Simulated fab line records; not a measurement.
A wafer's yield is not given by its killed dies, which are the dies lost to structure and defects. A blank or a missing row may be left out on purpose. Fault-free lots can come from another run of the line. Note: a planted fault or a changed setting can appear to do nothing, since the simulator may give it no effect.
A struck lot beside a sound one + flow gf180mcu + 16 out of 602 route steps
Sound: wafers L940.1, L940.2, L940.5. Wafers struck: L948.2, L948.3, L948.5. Last of all comes the cause.
For every step that has rows: the tool of each side, followed by ch and its chambers, followed by its first start. Under that, the readings that differ: sound wafers + struck wafers + difference of the means + sigmas: that difference in standard deviations of wafers without a fault.
alike: readings whose means differ by less than 2 such deviations, and words and numbers that are the same on both sides. not compared: withheld readings, readings that some wafer has no value for, bounds like >300 that may hide the same value, and numbers for which the record gives no deviation and whose values overlap.
A row with sigmas, a row that says differs or no value, or rows on one side alone: a step with any of these is where the two part. When numbers do not overlap yet have no deviation, they are printed without sigmas and do not part them. A reading missing from all wafers of one side parts the sides only when that side holds two or more wafers.

first, 6 steps without rows for these wafers: GF_M4_HMDS_08 (prime time 60 s); GF_M4_COAT_09 (resist thk 1000 nm); GF_M4_SOFTBAKE_10 (time 60 s); GF_M4_EXPOSE_11 (exposes mask Metal4, target cd 280 nm); GF_M4_PEB_12 (peb time 90 s); GF_M4_DEVELOP_13 (develop time 60 s).
GF_M4_CD_MEAS_14: the cd target is 280 nm.
  sound: cdSem-01 at day 24 18:46; struck: cdSem-02 at day 27 13:28
  alike: cdNm
GF_M4_OVL_MEAS_15:
  sound: overlay-01 at day 24 18:53; struck: overlay-01 at day 27 13:35
  alike: M4_OVL
GF_M4_METAL_ETCH_16: etches the open film in Cl2/BCl3, stops on SiO2, target depth 750.8 nm, time 125.1 s.
  sound on rieMetal-04 ch 0,1, day 24 18:56; struck on rieMetal-02 ch 0,1, day 27 13:37
  alike: drypumpMotorCurrentA, heBacksideLeakSccm, oesProductAu, throttleValvePct
  not compared: rfHoursCounterH
GF_M4_STRIP_17: strips in O2/N2.
  sound on plasmaAsher-03 ch 0,1, day 24 19:04; struck on plasmaAsher-01 ch 0,1, day 27 13:44
| reading                  | sound          | struck         | difference | sigmas |
|--------------------------|----------------|----------------|------------|--------|
| stripTimeToEndpointS (s) | 7.28 7.29 7.26 | 7.40 7.34 7.40 | +0.10      | +2     |
  alike: drypumpMotorCurrentA, heaterPowerW, oesProductAu
  not compared: rfHoursCounterH
then, 2 steps without rows for these wafers: GF_M4_STRIP_18 (strips in post etch residue remover, time 1200 s); GF_M4_CLEAN_19 (cleans in DIW).
GF_V4_CVD_00: deposits SiO2, target thk 600 nm, time 100 s.
  sound on hdpcvd-02 ch 0,1, day 24 19:37; struck on hdpcvd-02 ch 1,2, day 27 14:16
| reading                            | sound             | struck            | difference | sigmas      |
|------------------------------------|-------------------|-------------------|------------|-------------|
| sih4FlowSccm (sccm)                | 60.02 60.10 59.88 | 89.98 89.94 89.74 | +29.89     | +99 or more |
| model.SiO2_of_V4_CVD_00.thkNm (nm) | 607.9 617.3 609.3 | 895.5 907.7 892.5 | +287.1     |             |
GF_V4_THK_MEAS_01:
  sound: filmMetro-01 at day 24 19:42; struck: filmMetro-03 at day 27 14:21
| reading            | sound       | struck      | difference | sigmas |
|--------------------|-------------|-------------|------------|--------|
| V4_CVD_00_THK (nm) | 608 618 609 | 896 908 892 | +287       | +42    |
GF_V4_CVD_02: deposits SiO2 from TEOS, target thk 850 nm, time 94.851 s.
  sound on pecvd-04 ch 0,1,2, day 24 19:46; struck on pecvd-03 ch 0,1, day 27 14:24
  alike: heaterPowerW
next, for these wafers, 1 step has no rows: GF_PASSIVATION_PROBE_99.

## WHERE THEY PART
First at GF_M4_STRIP_17; last, within this record, at GF_V4_THK_MEAS_01. Later steps at which nothing parts them and some readings are alike: GF_V4_CVD_02.

WHY: what the simulator had put in
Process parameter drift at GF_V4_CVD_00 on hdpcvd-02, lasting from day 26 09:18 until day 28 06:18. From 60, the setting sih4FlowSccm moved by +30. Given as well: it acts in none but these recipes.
